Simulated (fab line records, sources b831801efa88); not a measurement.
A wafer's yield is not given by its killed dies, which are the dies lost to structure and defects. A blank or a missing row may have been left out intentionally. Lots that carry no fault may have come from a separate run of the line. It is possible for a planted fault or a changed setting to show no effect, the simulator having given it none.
Which tool did it? ; flow gf180mcu ; Sampling: 13 lots, 39 wafers, 6 of 602 route steps

## WHAT EACH GAUGE READ, for each wafer
GF_VT_IMPLANT_TW_MEAS_43.
lot;measured;on;VT_IMPLANT_4_TW
L484;day 7 11:55;film metro-03;699 697 700
L486;day 8 03:24;film metro-04;694 691 686
L490;day 9 04:45;film metro-03;699 697 698
L493;day 9 23:15;film metro-04;687 693 693
L494;day 10 12:13;film metro-04;693 689 697
L497;day 11 05:52;film metro-04;689 690 690
L498;day 11 10:39;film metro-01;692 691 692
L500;day 11 22:51;film metro-03;695 701 696
L502;day 12 14:25;film metro-03;694 697 698
L503;day 12 20:25;film metro-04;695 695 692
L504;day 13 03:40;film metro-04;685 692 686
L505;day 13 09:51;film metro-04;690 688 687
L507;day 14 01:06;film metro-01;696 689 692

GF_POLY_GATE_THK_MEAS_17.
lot;measured;on;POLY_GATE_OXIDATION_THK (nm)
L484;day 9 04:02;film metro-04;4.09 4.17 4.07
L486;day 9 22:34;film metro-04;4.17 4.13 4.09
L490;day 11 00:06;film metro-03;4.07 4.08 4.04
L493;day 12 01:23;film metro-02;4.02 4.16 4.17
L494;day 12 10:41;film metro-04;4.07 4.10 4.06
L497;day 13 06:00;film metro-04;4.06 4.00 4.07
L498;day 13 13:25;film metro-04;3.96 3.91 4.01
L500;day 14 00:34;film metro-04;3.99 3.97 3.98
L502;day 14 15:29;film metro-02;3.83 3.94 3.86
L503;day 14 21:26;film metro-02;3.94 3.96 3.93
L504;day 15 07:35;film metro-03;4.02 4.03 4.05
L505;day 15 13:11;film metro-04;3.98 3.88 4.09
L507;day 16 04:58;film metro-03;4.02 4.06 4.09

GF_POLY_GATE_CD_MEAS_18.
lot;measured;on;cd nm (nm)
L484;day 9 04:07;cd sem-02;283.4 279.7 280.2
L486;day 9 22:37;cd sem-02;279.5 278.8 277.4
L490;day 11 00:10;cd sem-01;282.6 282.1 280.7
L493;day 12 01:27;cd sem-02;281.0 280.0 280.2
L494;day 12 10:46;cd sem-02;281.3 281.8 281.8
L497;day 13 06:05;cd sem-01;277.8 278.5 277.4
L498;day 13 13:29;cd sem-02;281.5 277.8 279.8
L500;day 14 00:38;cd sem-02;279.1 277.7 279.1
L502;day 14 15:34;cd sem-01;280.1 281.2 280.0
L503;day 14 21:31;cd sem-01;281.4 280.2 278.5
L504;day 15 07:40;cd sem-02;282.1 280.5 284.1
L505;day 15 13:14;cd sem-01;282.6 281.1 281.1
L507;day 16 05:01;cd sem-01;280.3 278.5 278.9

GF_HV_LDD_CD_MEAS_19 targets a cd of 400 nm.
lot;measured;on;cd nm (nm)
L484;day 10 16:14;cd sem-02;403.5 399.7 401.1
L486;day 11 11:01;cd sem-02;402.5 401.8 401.3
L490;day 12 12:40;cd sem-01;402.4 399.7 400.0
L493;day 13 17:43;cd sem-02;- - -
L494;day 14 03:38;cd sem-02;397.2 397.8 396.6
L497;day 15 00:07;cd sem-01;401.7 403.3 401.1
L498;day 15 08:02;cd sem-01;402.2 402.4 400.8
L500;day 15 21:07;cd sem-01;399.5 402.3 400.0
L502;day 16 10:53;cd sem-01;398.4 397.4 398.5
L503;day 16 18:08;cd sem-01;397.7 395.7 399.6
L504;day 17 04:50;cd sem-01;397.4 398.0 400.1
L505;day 17 10:31;cd sem-01;398.6 398.1 398.6
L507;day 18 02:46;cd sem-01;401.8 401.0 400.6

GF_HV_LDD_TW_MEAS_23.
lot;measured;on;HV_LDD_2_TW
L484;day 10 16:38;film metro-03;1065 1062 1061
L486;day 11 11:25;film metro-03;1060 1059 1053
L490;day 12 13:04;film metro-01;1056 1047 1047
L493;day 13 18:07;film metro-03;30 30 30
L494;day 14 04:02;film metro-02;1054 1061 1062
L497;day 15 00:29;film metro-01;1055 1051 1048
L498;day 15 08:26;film metro-01;1056 1052 1061
L500;day 15 21:31;film metro-03;1072 1073 1067
L502;day 16 11:17;film metro-01;1063 1060 1055
L503;day 16 18:32;film metro-01;1059 1059 1057
L504;day 17 05:16;film metro-01;1062 1066 1062
L505;day 17 10:55;film metro-01;1060 1063 1057
L507;day 18 03:10;film metro-03;1065 1059 1068

## WHICH TOOL RAN EACH LOT (tool, then ch and the chambers of the sampled wafers, then the start)
lot;GF_HV_LDD_EXPOSE_16
L484;iline stepper-01 ch 0, day 10 07:19
L486;iline stepper-01 ch 0, day 11 01:53
L490;iline stepper-02 ch 0, day 12 03:29
L493;iline stepper-02 ch 0, day 13 07:29
L494;iline stepper-02 ch 0, day 13 17:44
L497;iline stepper-02 ch 0, day 14 13:59
L498;iline stepper-02 ch 0, day 14 21:31
L500;iline stepper-02 ch 0, day 15 09:31
L502;iline stepper-02 ch 0, day 16 00:21
L503;iline stepper-01 ch 0, day 16 06:55
L504;iline stepper-01 ch 0, day 16 17:14
L505;iline stepper-02 ch 0, day 16 23:41
L507;iline stepper-01 ch 0, day 17 15:04
- GF_HV_LDD_EXPOSE_16: exposes mask Pplus LV AREA, target cd 400 nm.

## WHAT THE TOOLS THEMSELVES READ (means of the sampled wafers that have a number; where no wafer has one, the mark that the record gives instead)
GF_HV_LDD_EXPOSE_16.
lot;tool;exposure dose mJ cm2
L484;iline stepper-01;140.02
L486;iline stepper-01;139.90
L490;iline stepper-02;139.88
L493;iline stepper-02;140.00
L494;iline stepper-02;139.72
L497;iline stepper-02;140.02
L498;iline stepper-02;140.28
L500;iline stepper-02;139.84
L502;iline stepper-02;139.91
L503;iline stepper-01;139.88
L504;iline stepper-01;140.03
L505;iline stepper-02;140.05
L507;iline stepper-01;139.95

## THE ANSWER, worked out from the rows above alone
Rule: the usual values come from the lots themselves. The widest of any qualifying gaps counts: lots, ordered by their means at a reading, are off when they make up no more than a third of the lots, leave a main group of 4 or more, and stand apart from it by 3 or more times the standard deviation of that group's means. If all means in a main group match to the digits the tables above print for the reading, that group is not used. A lot without any number at a reading at which 4 lots or more have one is off too. The other lots that the step has rows for count as sound. Order of review: gauges by route order, followed by the tools' own readings, for which a lot's mean as printed above is used. The first step at which some lot is off is used, and at that step the reading that is off furthest; a lot without a number counts as furthest.
Off: L493 (GF_HV_LDD_CD_MEAS_19, cd nm). Without a number there: L493. The main group has a mean of 400.0 nm with a standard deviation of 1.7.
A tool fits if, at a process step before that reading, it ran every lot that is off, and no sound lot after the first of them. Not tried: the gauges at GF_HV_LDD_CD_MEAS_19; whatever is off there is also off at GF_HV_LDD_TW_MEAS_23, on other tools, and gauge error can't account for it. None of those tried fits.

## WHAT WAS PUT IN BY THE SIMULATOR
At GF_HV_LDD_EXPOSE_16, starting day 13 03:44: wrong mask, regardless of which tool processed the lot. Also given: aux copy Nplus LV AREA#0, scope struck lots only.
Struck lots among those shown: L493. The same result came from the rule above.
